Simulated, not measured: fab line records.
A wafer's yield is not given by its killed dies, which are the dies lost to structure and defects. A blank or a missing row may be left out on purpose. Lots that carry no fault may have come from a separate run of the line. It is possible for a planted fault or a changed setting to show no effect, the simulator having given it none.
Comparing a struck lot with a sound one + flow gf180mcu + 32 steps out of a route of 602
Sound: wafers L909.1, L909.2, L909.3. Struck: wafers L917.1, L917.4, L917.6. The cause is given at the end.
Order at every step that has rows: each side's tool, ch and its chambers, its first start. Under that, the readings that differ: sound wafers + struck wafers + difference of the means + sigmas: that difference in standard deviations of wafers without a fault.
alike: readings with means less than 2 such deviations apart, plus words and numbers identical on both sides. not compared: withheld readings, readings lacking a value on some wafer, bounds such as >300 that could conceal the same value, and numbers that have no deviation in the record and whose values overlap.
The two part at a step that has a row with sigmas, a row that says differs or no value, or rows on one side only. Non-overlapping numbers with no deviation appear without sigmas and do not part them. Lack of a reading on every wafer of one side parts them only where that side has two or more wafers.

GF_STI_BOW_MEAS_00:
  sound on film_metro-02, day 1 10:00; struck on film_metro-04, day 3 02:00
  alike: INCOMING_BOW
GF_STI_OXIDATION_01: stabilise 600 s, purge 300 s, target thk 10 nm.
  sound on furnace-01 ch 0, day 1 10:07; struck on furnace-01 ch 0, day 3 02:07
  alike: spike_tc_lower_C, zone_power_centre_pct
GF_STI_THK_MEAS_02:
  sound on film_metro-04, day 1 11:31; struck on film_metro-04, day 3 03:31
  alike: STI_OXIDATION_THK
then, 1 step without rows for these wafers: GF_STI_CVD_03 (deposits Si3N4 from DCS/NH3, target thk 207.16 nm, time 3551 s).
GF_STI_THK_MEAS_04:
  sound on film_metro-04, day 1 13:34; struck on film_metro-04, day 3 05:34
  alike: STI_CVD_03_THK
then, 7 steps without rows for these wafers: GF_STI_DEHYDRATE_05 (time 60 s); GF_STI_HMDS_06 (prime time 60 s); GF_STI_COAT_07 (resist thk 700 nm); GF_STI_SOFTBAKE_08 (time 60 s); GF_STI_EXPOSE_09 (exposes mask COMP, target cd 220 nm); GF_STI_PEB_10 (peb time 90 s); GF_STI_DEVELOP_11 (develop time 60 s).
GF_STI_CD_MEAS_12 targets a cd of 220 nm.
  sound on cd_sem-01, day 2 01:34; struck on cd_sem-02, day 3 18:49
  alike: cd_nm
GF_STI_ETCH_13: etches the open film in CHF3/O2, stops on Si, target depth 282.31 nm, time 112.9 s.
  sound on rie_diel-03 ch 0,2,3, day 2 01:41; struck on rie_diel-02 ch 0,2,3, day 3 18:56
  alike: drypump_motor_current_A, oes_product_au, throttle_valve_pct
  not compared: rf_hours_counter_h
GF_STI_ETCH_14: etches Si in HBr/Cl2/O2, target depth 360 nm, time 102.9 s.
  sound on rie_si-01 ch 0,2,3, day 2 01:46; struck on rie_si-02 ch 0,2,3, day 3 19:01
  alike: drypump_motor_current_A, oes_product_au, throttle_valve_pct
  not compared: rf_hours_counter_h
GF_STI_STRIP_15: strips in O2/N2.
  sound on plasma_asher-02 ch 0,1, day 2 01:50; struck on plasma_asher-02 ch 0,1, day 3 19:05
  alike: drypump_motor_current_A, heater_power_w, n2_flow_sccm, oes_product_au, strip_time_to_endpoint_s
  not compared: rf_hours_counter_h
then, 6 steps without rows for these wafers: GF_STI_CLEAN_16 (cleans in dHF, time 25 s); GF_STI_WET_ETCH_17 (etches Si3N4 in H3PO4, target depth 45 nm, time 514 s); GF_STI_CLEAN_18 (cleans in SC1/SC2, time 150 s); GF_STI_CLEAN_19 (cleans in dHF, time 20 s); GF_STI_WET_ETCH_20 (etches SiO2 in dHF, target depth 20 nm, time 400 s); GF_STI_OXIDATION_21 (stabilise 600 s, purge 300 s, target thk 15 nm).
GF_STI_THK_MEAS_22:
  sound on film_metro-04, day 2 03:47; struck on film_metro-01, day 3 20:40
  alike: STI_OXIDATION_01_THK
then, 1 step without rows for these wafers: GF_STI_CVD_23 (deposits SiO2, target thk 650 nm, time 108.3 s).
GF_STI_THK_MEAS_24:
  sound on film_metro-02, day 2 03:56; struck on film_metro-04, day 3 20:48
  alike: STI_CVD_23_THK
GF_STI_CMP_25: polishes, stops on Si3N4, t overpolish 33 s, target thk 524.6 nm.
  sound on cmp-02 ch 0,1,2, day 2 03:59; struck on cmp-02 ch 0,2,3, day 3 20:58
  alike: motor_current_A, overpolish_run_s, time_to_endpoint_s
then, 4 steps without rows for these wafers: GF_STI_WET_ETCH_26 (etches SiO2 in dHF, target depth 94 nm, time 188 s); GF_STI_WET_ETCH_27 (etches Si3N4 in H3PO4, target depth 160 nm, time 1825 s); GF_STI_WET_ETCH_28 (etches SiO2 in dHF, target depth 20 nm, time 40 s); GF_STI_OXIDATION_29 (stabilise 600 s, purge 300 s, target thk 10 nm).
GF_STI_THK_MEAS_30:
  sound on film_metro-02, day 2 06:38; struck on film_metro-04, day 3 23:12
  alike: STI_OXIDATION_02_THK
-- the record jumps here: 27 days lie between the struck wafers' starts before and after (it left off in module STI and takes up again in module PASSIVATION, whose first step shown is number 602 of the route) --
GF_PASSIVATION_PROBE_99:
  record: rows for the struck wafers here (prober-02, day 31 09:52), none for the sound ones

== WHERE THEY PART ==
Within this record, at GF_PASSIVATION_PROBE_99 only.

WHY: the cause the simulator had injected
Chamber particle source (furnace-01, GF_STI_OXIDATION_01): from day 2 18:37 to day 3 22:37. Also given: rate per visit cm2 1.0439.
